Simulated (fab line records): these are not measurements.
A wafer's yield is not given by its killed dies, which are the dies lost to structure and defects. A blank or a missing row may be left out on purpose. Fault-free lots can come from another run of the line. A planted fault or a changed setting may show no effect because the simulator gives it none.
Problem report, 8D (eight disciplines) form, completed by code | flow sky130 | the parts of the form that need people (team, actions taken, sign-off) are left out

## 1. THE PROBLEM
Wafers free of any fault read 199.0 (standard deviation 1.2) for SONOS_TUNNEL_TW at SKY_SONOS_TUNNEL_TW_MEAS_12, against a mean of 189.8 on 9 wafers of 3 lots. Measured from the usual mean, that is -7.7 standard deviations.
Earliest sighting: wafer L222.1 on film_metro-02 at day 15 17:56. Wafers with a number at this step in the record: 39, from 13 lots. Rule for "out" (also "out of limits"): further than 4 standard deviations from the usual mean. Any other wafer with a number is counted as sound.

## 2. WHAT IT IS; WHAT IT IS NOT
question                    | is                           | is not
which readings at this step | SONOS_TUNNEL_TW              | -
which lots                  | L222, L223, L224             | L209, L210, L212, L213, L214, L217, L218, L227, L229, L232
which wafers of those lots  | all that have a number       | -
read on which gauges        | film_metro-02, film_metro-03 | film_metro-04
when                        | from day 15 17:56            | up to then (21 sound wafers); but 9 sound wafers of L227, L229, L232 came after

## 3. WHAT RULES OUT EACH SUSPECT
Counting: a tool at a process step up to the reading stays a suspect if it ran every lot that is out and no sound lot after the first of them.
- ruled out: the gauge at SKY_SONOS_TUNNEL_TW_MEAS_12. The wafers that are out were read on 2 gauges (film_metro-02, film_metro-03).
- implanter-01 at SKY_SONOS_TUNNEL_IMPLANT_09: ruled out as a lasting fault. Following L222 (day 15 17:31), the first lot on it that is out, the sound lots L232 were run on it.
Left after counting: nothing in the record.

## 4. THE CAUSE (what the simulator had put in)
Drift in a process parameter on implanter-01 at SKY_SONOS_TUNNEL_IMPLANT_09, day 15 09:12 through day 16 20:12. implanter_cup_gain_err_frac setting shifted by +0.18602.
Counting ruled it out, wrongly: the rule takes a fault to strike every lot that its tool runs from its start on, and this one did not.

## 5. THE CHAIN OF EFFECTS, in route order
Each row: a reading whose mean over the struck wafers that have a number lies more than 3 standard deviations from the usual. Readings are gone through only where the record gives a usual standard deviation; hours: the median, over the lots, of the time from a lot's start at the first step in this table giving one to that lot's start at this step; sigmas: the change measured in usual standard deviations.
hours | step                        | reading            | usual   | on struck wafers | change | sigmas
0     | SKY_SONOS_TUNNEL_IMPLANT_09 | beam_on_s          | 10.02 s | 8.40             | -1.62  | -8.1
0     | SKY_SONOS_TUNNEL_IMPLANT_09 | faraday_current_uA | 5.63    | 6.72             | +1.09  | +9.9
0     | SKY_SONOS_TUNNEL_TW_MEAS_12 | SONOS_TUNNEL_TW    | 199.0   | 189.8            | -9.2   | -7.7
The process steps in it:
- SKY_SONOS_TUNNEL_IMPLANT_09

## 6. WHAT WOULD HAVE CAUGHT IT SOONER
Counted from the fault's start at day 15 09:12, it took 9 hours until the first out-of-limits reading at a measuring or inspecting step in this record, taken at day 15 17:56.
At SKY_SONOS_TUNNEL_IMPLANT_09, the tool's own readings (beam_on_s, faraday_current_uA) were out on each struck wafer the step has a row for, so an alarm limit on them would have fired on the first such wafer.
